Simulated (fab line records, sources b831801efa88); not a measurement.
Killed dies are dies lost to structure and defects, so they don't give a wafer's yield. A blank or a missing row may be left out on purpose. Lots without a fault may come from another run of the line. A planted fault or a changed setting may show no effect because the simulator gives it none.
fab line records | flow sky130
record lots=5 wafers=15 last_day=50
route steps=708 shown NWELL@60 PWDE@84 VT_ADJUST_HVTP@85 VT_ADJUST_LVTN@97
lots that met no fault: from a run of the same line without faults
start_h: hours from the record's first day to the start of the lot's first wafer shown | wait_h: hours since the lot's step before | " the same as in the row above | L1.1+2: a row that stands for several wafers | - no value, or no start given | * or withheld: withheld | < > ~ a bound
route shown NAME@n: a module of which the file shows steps, and the number in the route of the first | usual: mean/standard deviation of fault-free wafers | same: alike in all rows | chamber/n: place in a boat | sites: the reading at each site | _std_site: their standard deviation | _edge_site: outer sites' mean less inner sites' | radius_mm: how far each site lies from the wafer's centre | mask NAME#n: copy n | behind: the tool/chamber that last shaped the wafer | hold: why the lot was held/for how many hours/how that ended | device: the transistor (n, p or np) that didn't switch | end of line: the same wafers' tests at the end of the route | a step without rows: its recipe alone | killed: dies lost to structure and defects at the first sort, not the wafer's yield | map: a wafer's dies, x killed, . not, _ none there
set.NAME: the setting as run; set.NAME@STEP: as run at that earlier step | model.NAME: the simulator's own value behind a step, which no gauge read
lots at some steps of the route; a table a step, a row a wafer
services: from which hour (start_h, from the record's first day; less than 0 if before it) a tool's chamber was out of use, for how many hours, and why
## steps
# step SKY_NWELL_EXPOSE_07
# recipe mask_id=NWM na=0.6 source_shape=conventional sigma_outer=0.6 polarization=unpolarized target_cd_nm=840 dose_mj=255
# columns lot.wafer tool chamber start_h wait_h mask
L083.3+4+5 iline_stepper-02 0 - - NWM#0
L087.1+2+4 iline_stepper-01 0 - - NWM#0
L091.1+4+6 iline_stepper-01 0 - - NWM#0
L092.1+4+5 iline_stepper-02 0 - - NWM#0
L096.2+3+4 iline_stepper-01 0 - - NWM#0
# step SKY_NWELL_PEB_08
# recipe temp_c=115 time_s=withheld
# usual chill_plate_temp_C=23.00/0.094
# columns lot.wafer tool chamber start_h wait_h chill_plate_temp_C
L083.3 litho_track-04 0 - - 22.97
L083.4 " 0 " " 22.90
L083.5 " 0 " " 22.97
L087.1 litho_track-02 0 - - 23.12
L087.2 " 0 " " 23.07
L087.4 " 0 " " 23.12
L091.1 litho_track-04 0 - - 23.02
L091.4 " 0 " " 23.07
L091.6 " 0 " " 22.94
L092.1 litho_track-02 0 - - 23.14
L092.4 " 0 " " 23.02
L092.5 " 0 " " 23.19
L096.2 litho_track-02 0 - - 23.17
L096.3 " 0 " " 23.12
L096.4 " 0 " " 23.23
# step SKY_NWELL_DEVELOP_09
# recipe wall_angle_deg=90 developer=TMAH develop_time_s=60 dev_temp_c=23
# usual chill_plate_temp_C=23.00/0.1
# columns lot.wafer tool chamber start_h wait_h chill_plate_temp_C
L083.3 litho_track-04 0 - - 23.01
L083.4 " 0 " " 23.06
L083.5 " 0 " " 22.93
L087.1 litho_track-02 0 - - 23.10
L087.2 " 0 " " 23.01
L087.4 " 0 " " 23.12
L091.1 litho_track-04 0 - - 23.00
L091.4 " 0 " " 22.98
L091.6 " 0 " " 23.07
L092.1 litho_track-02 0 - - 22.92
L092.4 " 0 " " 22.88
L092.5 " 0 " " 23.04
L096.2 litho_track-02 0 - - 22.90
L096.3 " 0 " " 22.96
L096.4 " 0 " " 22.89
# step SKY_NWELL_OVL_MEAS_10
# usual NWELL_00_OVL=0.1/1.5
# columns lot.wafer tool chamber start_h wait_h NWELL_00_OVL[nm]
L083.3 overlay-02 - 139.00 - -2.0
L083.4 " - " " -1.1
L083.5 " - " " -1.4
L087.1 overlay-01 - 160.50 - 0.7
L087.2 " - " " 0.8
L087.4 " - " " -0.3
L091.1 overlay-01 - 191.09 - -1.4
L091.4 " - " " 0.3
L091.6 " - " " -0.5
L092.1 overlay-02 - 198.65 - -0.9
L092.4 " - " " -1.1
L092.5 " - " " -1.4
L096.2 overlay-02 - 220.46 - 1.7
L096.3 " - " " 1.8
L096.4 " - " " 1.7
# step SKY_NWELL_IMPLANT_11
# recipe species=P energy_kev=400 dose_cm2=1.9e+13 tilt_deg=withheld
# columns lot.wafer tool chamber start_h wait_h
L083.3+4+5 implanter-03 0 139.08 0.1
L087.1+2+4 implanter-01 0 160.54 0.0
L091.1+4+6 implanter-01 0 191.13 0.0
L092.1+4+5 implanter-03 0 198.69 0.0
L096.2+3+4 implanter-01 0 220.51 0.0
# step SKY_NWELL_IMPLANT_12
# recipe species=P energy_kev=120 dose_cm2=1.3e+12 tilt_deg=withheld
# columns lot.wafer tool chamber start_h wait_h
L083.3+4+5 implanter-03 0 139.23 0.1
L087.1+2+4 implanter-01 0 160.69 0.1
L091.1+4+6 implanter-01 0 191.28 0.1
L092.1+4+5 implanter-03 0 198.84 0.1
L096.2+3+4 implanter-01 0 220.66 0.1
# step SKY_NWELL_IMPLANT_13
# recipe species=P energy_kev=50 dose_cm2=7e+11 tilt_deg=withheld
# columns lot.wafer tool chamber start_h wait_h
L083.3+4+5 implanter-03 0 139.38 0.1
L087.1+2+4 implanter-01 0 160.84 0.1
L091.1+4+6 implanter-01 0 191.43 0.1
L092.1+4+5 implanter-03 0 198.99 0.1
L096.2+3+4 implanter-01 0 220.81 0.1
# step SKY_NWELL_STRIP_14
# recipe chemistry=O2/N2 power_w=1400 pressure_mtorr=1500 platen_temp_c=withheld o2_flow_sccm=3000 n2_flow_sccm=300 overash_fraction=0.5
# usual drypump_motor_current_A=5.7/0.38 n2_flow_sccm=299.9/0.88 oes_product_au=0.722/0.0049 strip_time_to_endpoint_s=36.85/0.092
# columns lot.wafer tool chamber start_h wait_h drypump_motor_current_A n2_flow_sccm oes_product_au rf_hours_counter_h strip_time_to_endpoint_s
L083.3 plasma_asher-03 1 139.51 0.1 5.4 300.9 0.719 - 36.75
L083.4 " 0 " " 6.0 298.7 0.719 - 36.94
L083.5 " 0 " " 6.0 298.9 0.723 - 36.92
L087.1 plasma_asher-02 0 160.99 0.1 5.8 298.9 0.712 33 36.82
L087.2 " 1 " " 4.8 298.9 0.722 33 36.83
L087.4 " 1 " " 4.8 298.4 0.718 - 36.74
L091.1 plasma_asher-03 1 191.58 0.1 5.4 300.4 0.720 51 36.85
L091.4 " 0 " " 6.0 300.8 0.716 - 36.71
L091.6 " 1 " " 5.4 299.1 0.736 - 36.84
L092.1 plasma_asher-03 1 199.14 0.1 5.4 300.4 0.718 52 36.96
L092.4 " 0 " " 6.0 300.1 0.719 - 36.91
L092.5 " 0 " " 6.0 301.5 0.719 - 36.96
L096.2 plasma_asher-01 0 220.94 0.1 6.1 300.5 0.723 9 36.82
L096.3 " 1 " " 5.6 299.0 0.722 - 36.82
L096.4 " 0 " " 6.2 300.2 0.714 - 36.79
# step SKY_NWELL_TW_MEAS_15
# usual NWELL_TW=1831/17
# columns lot.wafer tool chamber start_h wait_h NWELL_TW
L083.3 film_metro-02 - 139.60 0.1 1837
L083.4 " - " " 1830
L083.5 " - " " 1840
L087.1 film_metro-02 - 161.09 0.1 1858
L087.2 " - " " 1844
L087.4 " - " " 1849
L091.1 film_metro-02 - 191.68 0.1 1841
L091.4 " - " " 1843
L091.6 " - " " 1855
L092.1 film_metro-03 - 199.24 0.1 1837
L092.4 " - " " 1827
L092.5 " - " " 1836
L096.2 film_metro-04 - 221.05 0.1 1803
L096.3 " - " " 1802
L096.4 " - " " 1805
# step SKY_NWELL_DEHYDRATE_16
# recipe temp_c=200 time_s=60
# usual chill_plate_temp_C=22.99/0.11
# columns lot.wafer tool chamber start_h wait_h chill_plate_temp_C
L083.3 litho_track-02 0 148.95 9.3 22.95
L083.4 " 0 " " 22.93
L083.5 " 0 " " 22.94
L087.1 litho_track-02 0 170.65 9.6 22.90
L087.2 " 0 " " 23.05
L087.4 " 0 " " 22.98
L091.1 litho_track-04 0 202.24 10.6 23.08
L091.4 " 0 " " 22.90
L091.6 " 0 " " 23.04
L092.1 litho_track-04 0 209.49 10.2 23.07
L092.4 " 0 " " 22.88
L092.5 " 0 " " 22.93
L096.2 litho_track-03 0 231.75 10.7 23.11
L096.3 " 0 " " 23.12
L096.4 " 0 " " 23.04
# step SKY_NWELL_HMDS_17
# recipe prime_time_s=60 prime_temp_c=120
# usual chill_plate_temp_C=23.00/0.1
# columns lot.wafer tool chamber start_h wait_h chill_plate_temp_C
L083.3 litho_track-02 0 149.10 0.1 23.23
L083.4 " 0 " " 23.12
L083.5 " 0 " " 23.19
L087.1 litho_track-02 0 170.80 0.1 22.93
L087.2 " 0 " " 22.85
L087.4 " 0 " " 22.80
L091.1 litho_track-04 0 202.39 0.1 23.05
L091.4 " 0 " " 23.02
L091.6 " 0 " " 23.10
L092.1 litho_track-04 0 209.64 0.1 23.18
L092.4 " 0 " " 22.90
L092.5 " 0 " " 22.96
L096.2 litho_track-03 0 231.90 0.1 23.20
L096.3 " 0 " " 23.02
L096.4 " 0 " " 23.05
# step SKY_NWELL_COAT_18
# recipe spin_rpm=2000 resist_thk_nm=3000
# usual chill_plate_temp_C=23.00/0.11
# columns lot.wafer tool chamber start_h wait_h chill_plate_temp_C
L083.3 litho_track-02 0 149.25 0.1 22.93
L083.4 " 0 " " 23.04
L083.5 " 0 " " 22.96
L087.1 litho_track-02 0 170.95 0.1 23.07
L087.2 " 0 " " 23.07
L087.4 " 0 " " 22.98
L091.1 litho_track-04 0 202.54 0.1 22.89
L091.4 " 0 " " 22.97
L091.6 " 0 " " 22.97
L092.1 litho_track-04 0 209.79 0.1 23.22
L092.4 " 0 " " 22.90
L092.5 " 0 " " 23.00
L096.2 litho_track-03 0 232.05 0.1 23.06
L096.3 " 0 " " 23.02
L096.4 " 0 " " 22.97
# step SKY_NWELL_SOFTBAKE_19
# recipe temp_c=110 time_s=withheld
# usual chill_plate_temp_C=22.98/0.095
# columns lot.wafer tool chamber start_h wait_h chill_plate_temp_C
L083.3 litho_track-02 0 149.42 0.1 22.84
L083.4 " 0 " " 22.87
L083.5 " 0 " " 22.77
L087.1 litho_track-02 0 171.10 0.1 23.02
L087.2 " 0 " " 23.08
L087.4 " 0 " " 23.04
L091.1 litho_track-04 0 202.69 0.1 23.01
L091.4 " 0 " " 23.00
L091.6 " 0 " " 22.82
L092.1 litho_track-04 0 209.94 0.1 23.01
L092.4 " 0 " " 23.08
L092.5 " 0 " " 23.02
L096.2 litho_track-03 0 232.20 0.1 23.15
L096.3 " 0 " " 23.18
L096.4 " 0 " " 23.11
# step SKY_NWELL_EXPOSE_20
# recipe mask_id=NWM_COMPLEMENT na=0.6 source_shape=conventional sigma_outer=0.6 polarization=unpolarized target_cd_nm=840 dose_mj=260
# columns lot.wafer tool chamber start_h wait_h mask
L083.3+4+5 iline_stepper-01 0 - - NWM_COMPLEMENT#0
L087.1+2+4 iline_stepper-01 0 - - NWM_COMPLEMENT#0
L091.1+4+6 iline_stepper-01 0 - - NWM_COMPLEMENT#0
L092.1+4+5 iline_stepper-01 0 - - NWM_COMPLEMENT#0
L096.2+3+4 iline_stepper-02 0 - - NWM_COMPLEMENT#0
# step SKY_NWELL_PEB_21
# recipe temp_c=115 time_s=withheld
# usual chill_plate_temp_C=22.99/0.11
# columns lot.wafer tool chamber start_h wait_h chill_plate_temp_C
L083.3 litho_track-04 0 - - 23.06
L083.4 " 0 " " 23.11
L083.5 " 0 " " 22.87
L087.1 litho_track-02 0 - - 22.86
L087.2 " 0 " " 22.99
L087.4 " 0 " " 22.93
L091.1 litho_track-04 0 - - 22.95
L091.4 " 0 " " 22.91
L091.6 " 0 " " 23.03
L092.1 litho_track-03 0 - - 23.01
L092.4 " 0 " " 22.96
L092.5 " 0 " " 23.07
L096.2 litho_track-04 0 - - 23.21
L096.3 " 0 " " 22.97
L096.4 " 0 " " 23.07
# step SKY_NWELL_DEVELOP_22
# recipe wall_angle_deg=90 developer=TMAH develop_time_s=60 dev_temp_c=23
# usual chill_plate_temp_C=23.01/0.11
# columns lot.wafer tool chamber start_h wait_h chill_plate_temp_C
L083.3 litho_track-04 0 - - 23.00
L083.4 " 0 " " 23.04
L083.5 " 0 " " 23.14
L087.1 litho_track-02 0 - - 22.81
L087.2 " 0 " " 22.90
L087.4 " 0 " " 23.06
L091.1 litho_track-04 0 - - 23.05
L091.4 " 0 " " 23.06
L091.6 " 0 " " 22.91
L092.1 litho_track-03 0 - - 22.77
L092.4 " 0 " " 22.91
L092.5 " 0 " " 22.84
L096.2 litho_track-04 0 - - 23.00
L096.3 " 0 " " 22.90
L096.4 " 0 " " 22.98
# step SKY_NWELL_OVL_MEAS_23
# usual NWELL_01_OVL=-0.4/1.1
# columns lot.wafer tool chamber start_h wait_h NWELL_01_OVL[nm]
L083.3 overlay-01 - 159.50 - -1.3
L083.4 " - " " -0.6
L083.5 " - " " -0.8
L087.1 overlay-01 - 181.45 - 0.8
L087.2 " - " " -1.3
L087.4 " - " " -0.3
L091.1 overlay-01 - 213.59 - -0.7
L091.4 " - " " -1.2
L091.6 " - " " -0.3
L092.1 overlay-02 - 220.97 - -1.7
L092.4 " - " " -1.6
L092.5 " - " " -0.2
L096.2 overlay-01 - 244.00 - -0.3
L096.3 " - " " -0.3
L096.4 " - " " -0.9
# step SKY_NWELL_IMPLANT_24
# recipe species=B energy_kev=140 dose_cm2=9.2e+12 tilt_deg=withheld
# columns lot.wafer tool chamber start_h wait_h
L083.3+4+5 implanter-01 0 159.58 0.1
L087.1+2+4 implanter-01 0 181.49 0.0
L091.1+4+6 implanter-04 0 213.63 0.0
L092.1+4+5 implanter-04 0 221.01 0.0
L096.2+3+4 implanter-01 0 244.05 0.0
# step SKY_NWELL_STRIP_25
# recipe chemistry=O2/N2 power_w=1400 pressure_mtorr=1500 platen_temp_c=withheld o2_flow_sccm=3000 n2_flow_sccm=300 overash_fraction=0.5
# usual drypump_motor_current_A=5.6/0.41 n2_flow_sccm=299.8/0.91 oes_product_au=0.722/0.0043 strip_time_to_endpoint_s=36.91/0.11
# columns lot.wafer tool chamber start_h wait_h drypump_motor_current_A n2_flow_sccm oes_product_au rf_hours_counter_h strip_time_to_endpoint_s
L083.3 plasma_asher-01 1 159.71 0.1 5.5 300.8 0.718 - 36.95
L083.4 " 0 " " 6.1 299.2 0.718 - 36.96
L083.5 " 0 " " 6.2 300.8 0.714 - 36.92
L087.1 plasma_asher-02 0 181.64 0.1 5.8 299.0 0.732 34 37.20
L087.2 " 1 " " 4.8 300.5 0.719 34 37.19
L087.4 " 0 " " 5.8 297.7 0.715 - 37.20
L091.1 plasma_asher-01 0 213.78 0.1 6.1 299.0 0.721 9 36.85
L091.4 " 1 " " 5.6 299.8 0.725 - 37.00
L091.6 " 1 " " 5.5 299.3 0.727 - 37.01
L092.1 plasma_asher-03 0 221.16 0.1 6.0 300.3 0.724 54 36.80
L092.4 " 0 " " 6.0 301.3 0.718 - 36.76
L092.5 " 1 " " 5.4 299.5 0.726 - 36.74
L096.2 plasma_asher-02 1 244.18 0.1 4.8 299.1 0.719 41 36.83
L096.3 " 1 " " 4.8 299.6 0.717 - 36.84
L096.4 " 0 " " 5.8 299.5 0.726 - 36.86
# step SKY_NWELL_TW_MEAS_26
# usual NWELL_2_TW=499/4.3
# columns lot.wafer tool chamber start_h wait_h NWELL_2_TW
L083.3 film_metro-03 - 159.80 0.1 498
L083.4 " - " " 499
L083.5 " - " " 499
L087.1 film_metro-04 - 181.74 0.1 494
L087.2 " - " " 495
L087.4 " - " " 497
L091.1 film_metro-04 - 213.88 0.1 497
L091.4 " - " " 495
L091.6 " - " " 495
L092.1 film_metro-03 - 221.26 0.1 498
L092.4 " - " " 501
L092.5 " - " " 501
L096.2 film_metro-03 - 244.29 0.1 498
L096.3 " - " " 495
L096.4 " - " " 497
# step SKY_NWELL_CLEAN_27
# recipe chemistry=SC1/SC2 mix=1:4:20 temp_c=70 time_s=150 dry=n2_spin
# usual bath_heat_duty_pct=13.5/1.5
# columns lot.wafer tool chamber start_h wait_h bath_heat_duty_pct
L083.3 wet_bench-01 3 159.84 0.0 13.9
L083.4 " 3 " " 15.5
L083.5 " 3 " " 14.2
L087.1 wet_bench-01 3 181.80 0.1 14.7
L087.2 " 3 " " 12.9
L087.4 " 3 " " 14.6
L091.1 wet_bench-02 2 213.94 0.1 15.4
L091.4 " 2 " " 14.8
L091.6 " 2 " " 16.3
L092.1 wet_bench-02 1 221.32 0.1 10.7
L092.4 " 1 " " 10.9
L092.5 " 1 " " 11.5
L096.2 wet_bench-01 2 244.34 0.0 15.3
L096.3 " 2 " " 14.9
L096.4 " 2 " " 13.6
# step SKY_NWELL_RTA_28
# recipe temp_c=1050 time_s=30 idle_temp_c=650 ramp_up_c_per_s=150 ramp_down_c_per_s=90 ambient=N2
# usual lamp_power_pct=25.31/0.059 ramp_up_c_per_s=150.00/0.026 wafer_temp_C_max=1054.8/0.94
# columns lot.wafer tool chamber start_h wait_h lamp_power_pct ramp_up_c_per_s wafer_temp_C_max
L083.3 rtp_anneal-02 0 159.97 0.0 25.26 150.01 1053.7
L083.4 " 0 " " 25.29 150.04 1055.1
L083.5 " 0 " " 25.34 149.99 1055.7
L087.1 rtp_anneal-01 0 181.85 0.0 25.27 150.00 1055.6
L087.2 " 0 " " 25.27 150.03 1054.1
L087.4 " 0 " " 25.19 150.02 1057.4
L091.1 rtp_anneal-02 0 213.99 0.0 25.30 149.95 1054.8
L091.4 " 0 " " 25.37 150.00 1054.6
L091.6 " 0 " " 25.29 150.03 1055.5
L092.1 rtp_anneal-01 0 221.37 0.0 25.30 150.01 1053.5
L092.4 " 0 " " 25.32 150.00 1055.8
L092.5 " 0 " " 25.32 150.00 1054.8
L096.2 rtp_anneal-02 0 244.40 0.0 25.28 149.98 1054.7
L096.3 " 0 " " 25.22 149.94 1054.7
L096.4 " 0 " " 25.36 149.98 1055.7
# step SKY_NWELL_RS_MEAS_29
# recipe thk_meas_gauge=four-point-probe
# usual NWELL_RS=625.2/1.5
# columns lot.wafer tool chamber start_h wait_h NWELL_RS[ohm/sq]
L083.3 film_metro-04 - 160.08 0.1 625.8
L083.4 " - " " 627.5
L083.5 " - " " 624.9
L087.1 film_metro-02 - 181.95 0.1 626.5
L087.2 " - " " 626.8
L087.4 " - " " 626.7
L091.1 film_metro-02 - 214.09 0.1 625.4
L091.4 " - " " 626.3
L091.6 " - " " 624.4
L092.1 film_metro-02 - 221.47 0.1 627.0
L092.4 " - " " 627.9
L092.5 " - " " 625.4
L096.2 film_metro-03 - 244.51 0.1 624.7
L096.3 " - " " 622.1
L096.4 " - " " 625.1
# step SKY_NWELL_RS_MEAS_31
# recipe thk_meas_gauge=four-point-probe
# usual PWDE_RS=5276/16
# columns lot.wafer tool chamber start_h wait_h PWDE_RS[ohm/sq]
L083.3 film_metro-04 - 160.32 0.1 5264
L083.4 " - " " 5289
L083.5 " - " " 5287
L087.1 film_metro-02 - 182.19 0.1 5235
L087.2 " - " " 5264
L087.4 " - " " 5253
L091.1 film_metro-02 - 214.33 0.1 5286
L091.4 " - " " 5266
L091.6 " - " " 5269
L092.1 film_metro-02 - 221.71 0.1 5273
L092.4 " - " " 5255
L092.5 " - " " 5269
L096.2 film_metro-03 - 244.75 0.1 5290
L096.3 " - " " 5287
L096.4 " - " " 5281
# step SKY_VT_ADJUST_HVTP_DEHYDRATE_00
# recipe temp_c=200 time_s=60
# usual chill_plate_temp_C=22.99/0.11
# columns lot.wafer tool chamber start_h wait_h chill_plate_temp_C
L083.3 litho_track-01 0 169.93 9.6 23.07
L083.4 " 0 " " 23.12
L083.5 " 0 " " 22.97
L087.1 litho_track-03 0 192.32 10.1 22.85
L087.2 " 0 " " 22.91
L087.4 " 0 " " 23.06
L091.1 litho_track-03 0 225.07 10.7 23.08
L091.4 " 0 " " 22.96
L091.6 " 0 " " 22.96
L092.1 litho_track-03 0 232.37 10.6 23.00
L092.4 " 0 " " 22.96
L092.5 " 0 " " 22.93
L096.2 litho_track-03 0 255.55 10.8 23.01
L096.3 " 0 " " 23.10
L096.4 " 0 " " 23.07
# step SKY_VT_ADJUST_HVTP_HMDS_01
# recipe prime_time_s=60 prime_temp_c=120
# usual chill_plate_temp_C=22.99/0.12
# columns lot.wafer tool chamber start_h wait_h chill_plate_temp_C
L083.3 litho_track-01 0 170.08 0.1 22.99
L083.4 " 0 " " 22.94
L083.5 " 0 " " 22.68
L087.1 litho_track-03 0 192.47 0.1 22.94
L087.2 " 0 " " 22.96
L087.4 " 0 " " 23.00
L091.1 litho_track-03 0 225.22 0.1 22.89
L091.4 " 0 " " 22.98
L091.6 " 0 " " 22.88
L092.1 litho_track-03 0 232.52 0.1 22.91
L092.4 " 0 " " 23.07
L092.5 " 0 " " 22.77
L096.2 litho_track-03 0 255.70 0.1 22.96
L096.3 " 0 " " 22.96
L096.4 " 0 " " 23.10
# step SKY_VT_ADJUST_HVTP_COAT_02
# recipe resist=NOVOLAK spin_rpm=3000 resist_thk_nm=1140
# usual chill_plate_temp_C=23.01/0.11
# columns lot.wafer tool chamber start_h wait_h chill_plate_temp_C
L083.3 litho_track-01 0 170.23 0.1 22.95
L083.4 " 0 " " 22.81
L083.5 " 0 " " 22.88
L087.1 litho_track-03 0 192.62 0.1 22.90
L087.2 " 0 " " 23.15
L087.4 " 0 " " 23.05
L091.1 litho_track-03 0 225.37 0.1 22.99
L091.4 " 0 " " 23.01
L091.6 " 0 " " 23.01
L092.1 litho_track-03 0 232.67 0.1 22.84
L092.4 " 0 " " 22.90
L092.5 " 0 " " 22.96
L096.2 litho_track-03 0 255.85 0.1 23.18
L096.3 " 0 " " 23.14
L096.4 " 0 " " 23.01
# step SKY_VT_ADJUST_HVTP_SOFTBAKE_03
# recipe temp_c=90 time_s=60 resist=NOVOLAK
# usual chill_plate_temp_C=23.01/0.1
# columns lot.wafer tool chamber start_h wait_h chill_plate_temp_C
L083.3 litho_track-01 0 170.38 0.1 22.97
L083.4 " 0 " " 23.19
L083.5 " 0 " " 23.15
L087.1 litho_track-03 0 192.77 0.1 22.75
L087.2 " 0 " " 22.83
L087.4 " 0 " " 22.96
L091.1 litho_track-03 0 225.52 0.1 22.92
L091.4 " 0 " " 22.97
L091.6 " 0 " " 22.74
L092.1 litho_track-03 0 232.82 0.1 23.04
L092.4 " 0 " " 23.13
L092.5 " 0 " " 23.22
L096.2 litho_track-03 0 256.00 0.1 23.01
L096.3 " 0 " " 23.12
L096.4 " 0 " " 23.07
# step SKY_VT_ADJUST_HVTP_EXPOSE_04
# recipe mask_id=HVTPM na=0.6 source_shape=conventional sigma_outer=0.6 polarization=unpolarized target_cd_nm=380 dose_mj=140
# columns lot.wafer tool chamber start_h wait_h mask
L083.3+4+5 iline_stepper-02 0 - - HVTPM#0
L087.1+2+4 iline_stepper-02 0 - - HVTPM#0
L091.1+4+6 iline_stepper-02 0 - - HVTPM#0
L092.1+4+5 iline_stepper-02 0 - - HVTPM#0
L096.2+3+4 iline_stepper-02 0 - - HVTPM#0
# step SKY_VT_ADJUST_HVTP_PEB_05
# recipe temp_c=withheld time_s=* resist=NOVOLAK
# usual chill_plate_temp_C=*
# columns lot.wafer tool chamber start_h wait_h chill_plate_temp_C
L083.3 litho_track-01 0 - - *
L083.4 " 0 " " *
L083.5 " 0 " " *
L087.1 litho_track-03 0 - - *
L087.2 " 0 " " *
L087.4 " 0 " " *
L091.1 litho_track-04 0 - - *
L091.4 " 0 " " *
L091.6 " 0 " " *
L092.1 litho_track-01 0 - - *
L092.4 " 0 " " *
L092.5 " 0 " " *
L096.2 litho_track-04 0 - - *
L096.3 " 0 " " *
L096.4 " 0 " " *
# step SKY_VT_ADJUST_HVTP_DEVELOP_06
# recipe resist=NOVOLAK developer=TMAH develop_time_s=60 dev_temp_c=23
# usual chill_plate_temp_C=22.99/0.11
# columns lot.wafer tool chamber start_h wait_h chill_plate_temp_C
L083.3 litho_track-01 0 180.48 0.1 23.00
L083.4 " 0 " " 23.13
L083.5 " 0 " " 22.91
L087.1 litho_track-03 0 203.27 0.1 22.94
L087.2 " 0 " " 22.95
L087.4 " 0 " " 23.09
L091.1 litho_track-04 0 236.84 0.1 23.08
L091.4 " 0 " " 23.04
L091.6 " 0 " " 23.02
L092.1 litho_track-01 0 244.53 0.1 22.89
L092.4 " 0 " " 22.92
L092.5 " 0 " " 22.91
L096.2 litho_track-04 0 268.12 0.1 23.00
L096.3 " 0 " " 22.98
L096.4 " 0 " " 22.99
# step SKY_VT_ADJUST_HVTP_CD_MEAS_07
# recipe target_cd_nm=380
# usual cd_nm=380.0/2.3
# columns lot.wafer tool chamber start_h wait_h cd_nm
L083.3 cd_sem-02 - 180.62 0.1 380.3
L083.4 " - " " 381.4
L083.5 " - " " 380.6
L087.1 cd_sem-01 - 203.42 0.1 380.1
L087.2 " - " " 381.0
L087.4 " - " " 380.9
L091.1 cd_sem-01 - 236.99 0.1 377.3
L091.4 " - " " 378.4
L091.6 " - " " 380.5
L092.1 cd_sem-02 - 244.68 0.1 381.6
L092.4 " - " " 380.5
L092.5 " - " " 380.4
L096.2 cd_sem-02 - 268.26 0.1 382.9
L096.3 " - " " 382.6
L096.4 " - " " 384.3
# step SKY_VT_ADJUST_HVTP_OVL_MEAS_08
# usual VT_ADJUST_HVTP_OVL=1.5/1.3
# columns lot.wafer tool chamber start_h wait_h VT_ADJUST_HVTP_OVL[nm]
L083.3 overlay-01 - 180.71 0.1 -0.4
L083.4 " - " " -0.3
L083.5 " - " " -0.2
L087.1 overlay-01 - 203.54 0.1 1.1
L087.2 " - " " 1.8
L087.4 " - " " 1.9
L091.1 overlay-02 - 237.11 0.1 3.2
L091.4 " - " " 2.8
L091.6 " - " " 3.4
L092.1 overlay-01 - 244.80 0.1 4.0
L092.4 " - " " 4.1
L092.5 " - " " 4.4
L096.2 overlay-01 - 268.37 0.1 0.8
L096.3 " - " " 1.2
L096.4 " - " " -0.3
# step SKY_VT_ADJUST_HVTP_IMPLANT_09
# recipe species=As energy_kev=150 dose_cm2=4.3e+12 tilt_deg=withheld
# columns lot.wafer tool chamber start_h wait_h
L083.3+4+5 implanter-01 0 180.78 0.1
L087.1+2+4 implanter-02 0 203.58 0.0
L091.1+4+6 implanter-01 0 237.15 0.0
L092.1+4+5 implanter-02 0 244.83 0.0
L096.2+3+4 implanter-02 0 268.42 0.0
# step SKY_VT_ADJUST_HVTP_STRIP_10
# recipe chemistry=O2/N2 power_w=1400 pressure_mtorr=1500 platen_temp_c=withheld o2_flow_sccm=3000 n2_flow_sccm=300 overash_fraction=0.5
# usual drypump_motor_current_A=5.6/0.41 n2_flow_sccm=300.1/0.95 oes_product_au=0.716/0.0047 strip_time_to_endpoint_s=14.16/0.049
# columns lot.wafer tool chamber start_h wait_h drypump_motor_current_A n2_flow_sccm oes_product_au rf_hours_counter_h strip_time_to_endpoint_s
L083.3 plasma_asher-04 0 180.92 0.1 6.1 301.4 0.711 - 14.19
L083.4 " 1 " " 5.5 301.1 0.716 - 14.18
L083.5 " 1 " " 5.5 300.8 0.714 - 14.16
L087.1 plasma_asher-02 1 203.73 0.1 4.8 301.0 0.716 37 14.23
L087.2 " 0 " " 5.8 299.3 0.717 37 14.22
L087.4 " 1 " " 4.8 301.5 0.720 - 14.28
L091.1 plasma_asher-02 1 237.30 0.1 4.8 300.3 0.716 40 14.16
L091.4 " 0 " " 5.8 299.1 0.708 - 14.20
L091.6 " 1 " " 4.8 299.6 0.720 - 14.16
L092.1 plasma_asher-04 0 244.98 0.1 6.1 300.9 0.704 57 14.18
L092.4 " 1 " " 5.5 301.2 0.718 - 14.16
L092.5 " 1 " " 5.5 301.4 0.719 - 14.15
L096.2 plasma_asher-03 1 268.55 0.1 5.4 300.6 0.718 57 14.04
L096.3 " 1 " " 5.4 300.4 0.712 - 14.10
L096.4 " 0 " " 6.0 299.8 0.717 - 14.09
# step SKY_VT_ADJUST_HVTP_TW_MEAS_11
# usual VT_ADJUST_HVTP_TW=1364/14
# columns lot.wafer tool chamber start_h wait_h VT_ADJUST_HVTP_TW
L083.3 film_metro-02 - 181.00 0.1 1376
L083.4 " - " " 1361
L083.5 " - " " 1375
L087.1 film_metro-02 - 203.83 0.1 1379
L087.2 " - " " 1381
L087.4 " - " " 1371
L091.1 film_metro-01 - 237.40 0.1 1345
L091.4 " - " " 1344
L091.6 " - " " 1344
L092.1 film_metro-02 - 245.08 0.1 1373
L092.4 " - " " 1375
L092.5 " - " " 1367
L096.2 film_metro-02 - 268.66 0.1 1382
L096.3 " - " " 1376
L096.4 " - " " 1379
# step SKY_VT_ADJUST_LVTN_DEHYDRATE_00
# recipe temp_c=200 time_s=60
# usual chill_plate_temp_C=23.00/0.12
# columns lot.wafer tool chamber start_h wait_h chill_plate_temp_C
L083.3 litho_track-02 0 191.00 10.0 23.09
L083.4 " 0 " " 23.00
L083.5 " 0 " " 23.10
L087.1 litho_track-04 0 214.19 10.4 23.02
L087.2 " 0 " " 23.01
L087.4 " 0 " " 22.95
L091.1 litho_track-02 0 248.60 11.2 22.89
L091.4 " 0 " " 22.77
L091.6 " 0 " " 22.89
L092.1 litho_track-01 0 256.03 10.9 22.93
L092.4 " 0 " " 23.07
L092.5 " 0 " " 23.07
L096.2 litho_track-01 0 279.85 11.2 23.05
L096.3 " 0 " " 23.13
L096.4 " 0 " " 22.90
## services
# columns tool chamber start_h hours kind
plasma_asher-01 - 108.75 9.0 pm
plasma_asher-01 0 108.75 9.0 vent_cycle
plasma_asher-01 1 108.75 9.0 vent_cycle
plasma_asher-01 0 117.75 - clean
plasma_asher-01 1 117.75 - clean
rtp_anneal-01 - 122.82 1.1 pm
implanter-01 - 126.41 1.6 repair
plasma_asher-01 - 127.13 7.5 pm
wet_bench-01 - 138.47 5.7 repair
rtp_anneal-01 - 140.17 0.9 repair
implanter-02 - 142.71 0.5 repair
iline_stepper-02 - 161.04 4.4 pm
implanter-01 - 167.87 1.3 repair
plasma_asher-02 - 170.31 2.8 pm
iline_stepper-02 - 194.48 1.7 repair
implanter-04 - 206.14 3.6 pm
plasma_asher-02 - 226.23 2.9 repair
implanter-04 - 235.87 2.9 repair
plasma_asher-03 - 236.25 8.5 repair
wet_bench-01 - 252.94 1.1 repair
plasma_asher-04 - 259.42 1.2 repair
implanter-02 - 269.61 3.8 pm
iline_stepper-02 - 272.32 1.7 pm
## key
fault none
